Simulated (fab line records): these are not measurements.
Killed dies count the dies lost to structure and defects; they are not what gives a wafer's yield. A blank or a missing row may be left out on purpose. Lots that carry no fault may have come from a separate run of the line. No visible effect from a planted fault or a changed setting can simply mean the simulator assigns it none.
Chamber matching -- flow sky130 -- SKY_VIA1_CMP_24 on cmp-01: 4 sister chambers
The step polishes, stops on SiO2, t overpolish 15 s, target thk 0 nm. 8 wafers are shown with their chamber, then 12 later ones without.

== WAFERS WITH THEIR CHAMBER ==
wafer,chamber,motorCurrentA (A),timeToEndpointS (s)
L089.2,1,11.5,62.0
L089.6,3,8.4,61.5
L090.2,2,12.2,58.9
L090.4,0,9.2,59.6
L090.5,2,11.6,58.5
L092.4,3,8.0,67.9
L092.5,0,9.2,67.0
L092.6,1,11.6,68.8

== WAFERS WHOSE CHAMBER IS MISSING ==
wafer,motorCurrentA (A),timeToEndpointS (s)
L093.1,8.6,67.0
L093.4,11.9,73.4
L093.5,12.7,65.8
L095.4,8.6,67.5
L095.5,8.6,65.7
L095.6,12.1,62.3
L096.2,8.3,67.2
L096.4,11.5,66.1
L096.6,8.2,65.4
L097.2,11.8,65.5
L097.4,8.5,64.7
L097.5,12.4,60.0

== WHICH CHAMBER EACH ONE RAN IN ==
wafer,from the rows above,in truth
L093.1,can't be placed: 3 or 0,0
L093.4,can't be placed: 1 or 2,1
L093.5,can't be placed: 2 or 1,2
L095.4,can't be placed: 3 or 0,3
L095.5,can't be placed: 3 or 0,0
L095.6,can't be placed: 2 or 1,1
L096.2,3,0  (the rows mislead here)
L096.4,1,1
L096.6,3,3
L097.2,can't be placed: 1 or 2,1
L097.4,can't be placed: 3 or 0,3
L097.5,can't be placed: 2 or 1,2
Correct placement for 2 of the 12. Not placeable from these rows: 9 (in 9, the candidates include the true chamber). Number placed wrongly: 1.
How it was worked out, from the rows above alone: a wafer's distance from a chamber is the root of the sum, over the readings, of the square of ((its reading less the chamber's mean) divided by the reading's scatter). If the next closest chamber is less than 2 further off than the closest, the wafer can't be placed; otherwise it belongs to the closest. A chamber's mean is the mean of its shown wafers. The scatter: the root of (the sum of the squares of (reading less its chamber's mean) over the shown wafers, divided by (wafers less chambers)).
